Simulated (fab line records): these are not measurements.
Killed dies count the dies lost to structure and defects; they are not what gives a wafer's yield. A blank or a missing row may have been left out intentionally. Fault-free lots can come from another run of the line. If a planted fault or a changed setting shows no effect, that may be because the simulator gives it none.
A struck lot beside a sound one -- flow gf180mcu -- 14 out of 602 route steps
Sound: wafers L488.4, L488.5, L488.6. Wafers struck: L482.4, L482.5, L482.6. The cause comes at the end.
For every step that has rows: the tool of each side, followed by ch and its chambers, followed by its first start. Under that, the readings that differ: sound wafers -- struck wafers -- difference of the means -- sigmas: that difference in standard deviations of wafers without a fault.
alike: readings whose means differ by less than 2 such deviations, and words and numbers that are the same on both sides. not compared: withheld readings, readings that some wafer has no value for, bounds like >300 that may hide the same value, and numbers for which the record gives no deviation and whose values overlap.
A row with sigmas, a row that says differs or no value, or rows on one side alone: a step with any of these is where the two part. Numbers that have no deviation but don't overlap get no sigmas and don't part them. A reading missing from all wafers of one side parts the sides only when that side holds two or more wafers.

GF_DUAL_GATE_OVL_MEAS_11:
  sound on overlay-02 at day 14 00:23; struck on overlay-01 at day 12 08:25
  alike: DUAL_GATE_OVL
then, 1 step without rows for these wafers: GF_DUAL_GATE_WET_ETCH_12 (etches SiO2 in dHF, target depth 13 nm, time 260 s).
GF_DUAL_GATE_STRIP_13: strips in O2/N2.
  sound on plasma_asher-01 ch 0,1, day 14 00:31; struck on plasma_asher-01 ch 0,1, day 12 08:32
  alike: chamber_pressure_mTorr, drypump_motor_current_A, heater_power_w, oes_product_au, strip_time_to_endpoint_s
  not compared: rf_hours_counter_h
then, 3 steps without rows for these wafers: GF_DUAL_GATE_CLEAN_14 (cleans in SC1/SC2, time 150 s); GF_DUAL_GATE_OXIDATION_15 (stabilise 600 s, purge 300 s, target thk 7.098 nm); GF_POLY_GATE_CVD_00 (deposits poly-Si, target thk 200 nm, time 1200 s).
GF_POLY_GATE_THK_MEAS_01:
  sound on film_metro-02 at day 14 04:58; struck on film_metro-02 at day 12 13:11
  alike: POLY_GATE_CVD_00_THK
then, 5 steps without rows for these wafers: GF_POLY_GATE_DEHYDRATE_02 (time 60 s); GF_POLY_GATE_HMDS_03 (prime time 60 s); GF_POLY_GATE_COAT_04; GF_POLY_GATE_COAT_05 (resist thk 700 nm); GF_POLY_GATE_SOFTBAKE_06 (time 60 s).
GF_POLY_GATE_EXPOSE_07: exposes mask Poly2, target cd 280 nm.
  struck on krf_scanner-02, day 12 22:49; sound on krf_scanner-02 ch 0, day 14 15:09
  no value came back on the struck wafers for exposure_dose_mJ_cm2, focus_offset_nm (nm), stage_vel_mm_s (mm/s); on the sound wafers exposure_dose_mJ_cm2 reads 27.386 27.388 27.390
  alike: mask
then, 1 step without rows for these wafers: GF_POLY_GATE_PEB_08 (peb time 90 s).

== WHERE THEY PART ==
At GF_POLY_GATE_EXPOSE_07 and nowhere else, as far as this record goes.

WHY: what had been put in by the simulator
Skipped step whole: krf_scanner-02, from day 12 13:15 on, at GF_POLY_GATE_EXPOSE_07. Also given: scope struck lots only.
